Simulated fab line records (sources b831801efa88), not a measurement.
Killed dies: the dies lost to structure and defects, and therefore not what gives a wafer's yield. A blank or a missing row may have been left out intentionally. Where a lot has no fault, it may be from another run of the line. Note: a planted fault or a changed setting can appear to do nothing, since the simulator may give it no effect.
Which tool did it? | flow sky130 | Sampling: 24 lots, 72 wafers, 4 of 708 route steps

WHAT EACH GAUGE READ, for each wafer
SKY_VIA2_OVL_MEAS_13.
lot  | measured     | on         | VIA2_OVL (nm)
L074 | day 36 01:42 | overlay-01 | 5 0 6
L075 | day 36 12:52 | overlay-02 | 6 4 3
L076 | day 36 20:49 | overlay-01 | 0 -3 4
L077 | day 36 23:35 | overlay-02 | 4 3 3
L078 | day 37 16:29 | overlay-01 | 8 11 7
L079 | day 38 06:31 | overlay-02 | -2 -3 -3
L081 | day 38 15:59 | overlay-02 | 6 4 4
L080 | day 38 17:44 | overlay-01 | 6 3 6
L082 | day 38 20:19 | overlay-02 | 12 5 1
L083 | day 39 06:05 | overlay-01 | 8 3 9
L085 | day 40 12:44 | overlay-02 | 4 -4 -2
L086 | day 40 15:37 | overlay-01 | -7 0 2
L084 | day 40 16:17 | overlay-01 | 10 13 7
L087 | day 40 16:34 | overlay-01 | 0 2 0
L088 | day 40 17:23 | overlay-02 | 0 0 -2
L089 | day 40 20:58 | overlay-02 | 9 11 10
L090 | day 41 00:40 | overlay-02 | 4 1 1
L091 | day 41 13:26 | overlay-01 | 3 12 8
L092 | day 42 08:47 | overlay-01 | 1 -1 -1
L093 | day 42 11:40 | overlay-01 | 8 11 8
L094 | day 42 14:38 | overlay-02 | -5 -1 -2
L095 | day 42 19:53 | overlay-01 | 6 9 7
L096 | day 43 02:02 | overlay-01 | 7 5 4
L097 | day 43 02:23 | overlay-01 | 12 11 14

SKY_CAPM_OVL_MEAS_12.
lot  | measured     | on         | CAPM_OVL (nm)
L074 | day 37 05:04 | overlay-01 | 0.4 -2.0 0.6
L075 | day 37 16:48 | overlay-02 | 1.1 0.9 1.5
L076 | day 38 00:30 | overlay-02 | -1.6 -1.8 -1.5
L077 | day 38 02:54 | overlay-01 | 2.2 2.4 2.4
L078 | day 38 19:16 | overlay-02 | -0.7 -1.4 -1.9
L079 | day 39 09:07 | overlay-02 | 0.2 -0.6 -1.2
L081 | day 39 18:01 | overlay-02 | 1.2 -0.2 0.8
L080 | day 39 20:04 | overlay-01 | -0.6 0.7 -0.6
L082 | day 39 22:22 | overlay-02 | -0.8 -1.6 -2.8
L083 | day 40 08:07 | overlay-02 | 2.3 0.6 3.0
L085 | day 41 14:49 | overlay-02 | 1.8 2.6 1.1
L086 | day 41 17:00 | overlay-01 | 2.2 1.2 -0.5
L084 | day 41 17:40 | overlay-01 | -2.0 -3.4 -2.6
L087 | day 41 19:13 | overlay-02 | -2.4 -1.6 -0.9
L088 | day 41 19:31 | overlay-01 | -0.2 0.3 0.0
L089 | day 41 22:25 | overlay-02 | -0.5 -0.8 0.1
L090 | day 42 01:37 | overlay-01 | -2.7 -1.2 -1.6
L091 | day 42 14:49 | overlay-01 | -3.8 -2.6 -3.0
L092 | day 43 09:28 | overlay-01 | -0.4 0.4 1.9
L093 | day 43 12:30 | overlay-02 | 0.0 -0.8 -0.4
L094 | day 43 14:52 | overlay-01 | -1.2 0.5 -0.4
L095 | day 43 20:16 | overlay-02 | -2.5 -3.9 -1.4
L096 | day 44 02:43 | overlay-01 | 0.6 1.6 1.0
L097 | day 44 03:22 | overlay-01 | 1.3 -1.3 -2.3

SKY_METAL3_OVL_MEAS_14.
lot  | measured     | on         | METAL3_OVL (nm)
L074 | day 38 07:20 | overlay-01 | 0 -10 -4
L075 | day 38 19:01 | overlay-02 | 1 -8 3
L076 | day 39 02:20 | overlay-01 | -5 -5 0
L077 | day 39 05:08 | overlay-01 | 5 2 7
L078 | day 39 20:59 | overlay-01 | 0 2 4
L079 | day 40 10:04 | overlay-02 | -19 -14 -12
L081 | day 40 18:38 | overlay-02 | -10 -22 -16
L080 | day 40 21:38 | overlay-02 | 4 -4 -8
L082 | day 41 00:19 | overlay-02 | 0 -4 -4
L083 | day 41 09:53 | overlay-02 | 11 6 3
L085 | day 42 15:02 | overlay-02 | -11 -13 -14
L086 | day 42 17:10 | overlay-01 | -1 -1 -2
L084 | day 42 18:09 | overlay-02 | -8 -6 -9
L087 | day 42 19:46 | overlay-01 | 4 4 5
L088 | day 42 19:53 | overlay-02 | 2 1 1
L089 | day 42 22:35 | overlay-01 | -10 -2 -6
L090 | day 43 02:02 | overlay-02 | -9 -4 4
L091 | day 43 13:26 | overlay-01 | -1 4 2
L092 | day 44 08:41 | overlay-01 | -15 -14 -14
L093 | day 44 11:26 | overlay-01 | -4 -7 -7
L094 | day 44 14:50 | overlay-01 | -6 -3 0
L095 | day 44 19:19 | overlay-01 | -11 -4 -2
L096 | day 45 01:29 | overlay-02 | -8 -10 -16
L097 | day 45 02:14 | overlay-01 | -4 -12 -9

TOOL THAT RAN EACH LOT (tool first, then ch and the chambers of the sampled wafers, then the start)
lot  | SKY_VIA2_CMP_24
L074 | cmp-01 ch 0,1,3, day 36 02:49
L075 | cmp-01 ch 0,1,3, day 36 14:32
L076 | cmp-02 ch 0,1, day 36 22:08
L077 | cmp-02 ch 0,1, day 37 00:49
L078 | cmp-01 ch 1,2, day 37 17:40
L079 | cmp-02 ch 0,1,2, day 38 07:38
L081 | cmp-02 ch 0,3, day 38 17:05
L080 | cmp-01 ch 0,2,3, day 38 18:53
L082 | cmp-01 ch 0,1,3, day 38 21:26
L083 | cmp-02 ch 1,3, day 39 07:11
L085 | cmp-01 ch 0,1,3, day 40 13:53
L086 | cmp-02 ch 0,1,2, day 40 16:49
L084 | cmp-02 ch 2,3, day 40 17:26
L087 | cmp-02 ch 0,1,2, day 40 18:08
L088 | cmp-01 ch 0,1,2, day 40 18:40
L089 | cmp-01 ch 0,1,3, day 40 22:38
L090 | cmp-01 ch 0,1,3, day 41 01:49
L091 | cmp-01 ch 0,2,3, day 41 14:40
L092 | cmp-01 ch 0,1,2, day 42 10:01
L093 | cmp-01 ch 0,2,3, day 42 12:55
L094 | cmp-01 ch 0,1,2, day 42 15:52
L095 | cmp-02 ch 1,2,3, day 42 21:21
L096 | cmp-02 ch 0,1,3, day 43 03:17
L097 | cmp-01 ch 0,1,2, day 43 03:45
- SKY_VIA2_CMP_24: polishes, stops on SiO2, t overpolish 20 s, target thk 0 nm.

WHAT THE TOOLS THEMSELVES READ (means of the sampled wafers that have a number; where no wafer has one, the mark that the record gives instead)
SKY_VIA2_CMP_24.
lot  | tool   | edge zone pressure frac | motor current A (A) | overpolish run s (s) | retaining ring pressure frac | time to endpoint s (s)
L074 | cmp-01 | 0.999                   | 11.0                | 19.995               | 0.999                        | 102
L075 | cmp-01 | 0.999                   | 10.8                | 19.998               | 0.996                        | 98
L076 | cmp-02 | 1.009                   | 10.2                | 19.997               | 0.998                        | 102
L077 | cmp-02 | 1.001                   | 9.6                 | 19.988               | 1.000                        | 100
L078 | cmp-01 | 0.999                   | 12.2                | 19.996               | 0.999                        | 104
L079 | cmp-02 | 1.000                   | 10.5                | 20.004               | 1.000                        | 97
L081 | cmp-02 | 0.998                   | 10.5                | 19.995               | 1.001                        | 105
L080 | cmp-01 | 0.999                   | 11.7                | 19.998               | 1.000                        | 101
L082 | cmp-01 | 0.997                   | 10.9                | 19.997               | 0.997                        | 104
L083 | cmp-02 | 0.998                   | 11.1                | 19.996               | 0.997                        | 111
L085 | cmp-01 | 0.994                   | 10.9                | 19.992               | 0.998                        | 103
L086 | cmp-02 | 1.002                   | 10.0                | 19.998               | 0.999                        | 105
L084 | cmp-02 | 1.001                   | 11.9                | 20.004               | 0.997                        | 102
L087 | cmp-02 | 0.995                   | 10.3                | 20.004               | 0.998                        | 105
L088 | cmp-01 | 1.004                   | 11.0                | 19.996               | 1.001                        | 104
L089 | cmp-01 | 1.000                   | 10.8                | 19.995               | 1.002                        | 106
L090 | cmp-01 | 0.999                   | 10.9                | 20.010               | 0.999                        | 102
L091 | cmp-01 | 0.997                   | 11.9                | 19.997               | 0.996                        | 104
L092 | cmp-01 | 0.999                   | 11.4                | 20.011               | 1.007                        | 103
L093 | cmp-01 | 1.001                   | 11.4                | 20.006               | 0.998                        | 105
L094 | cmp-01 | 0.996                   | 11.1                | 20.002               | 0.994                        | 104
L095 | cmp-02 | 1.004                   | 11.5                | 20.010               | 1.003                        | 104
L096 | cmp-02 | 0.998                   | 10.8                | 20.007               | 0.995                        | 108
L097 | cmp-01 | 1.002                   | 11.4                | 19.992               | 1.002                        | 102

THE ANSWER, worked out from the rows above alone
Rule: the usual values come from the lots themselves. The widest of any qualifying gaps counts: lots, ordered by their means at a reading, are off when they make up no more than a third of the lots, leave a main group of 4 or more, and stand apart from it by 3 or more times the standard deviation of that group's means. The tables above print the reading to a certain number of digits; a main group whose means all agree to those digits is not used. A lot without any number at a reading at which 4 lots or more have one is off too. Any other lot the step has rows for is counted as sound. After the gauges, taken in route order, come the tools' own readings; for these a lot's mean is taken, as printed above. At the first step where some lot is off, the reading lying furthest off is the one used; lots without a number count as furthest.
Across all readings shown, no lot is off: no conclusion can be drawn from this.

WHAT THE SIMULATOR HAD INSERTED
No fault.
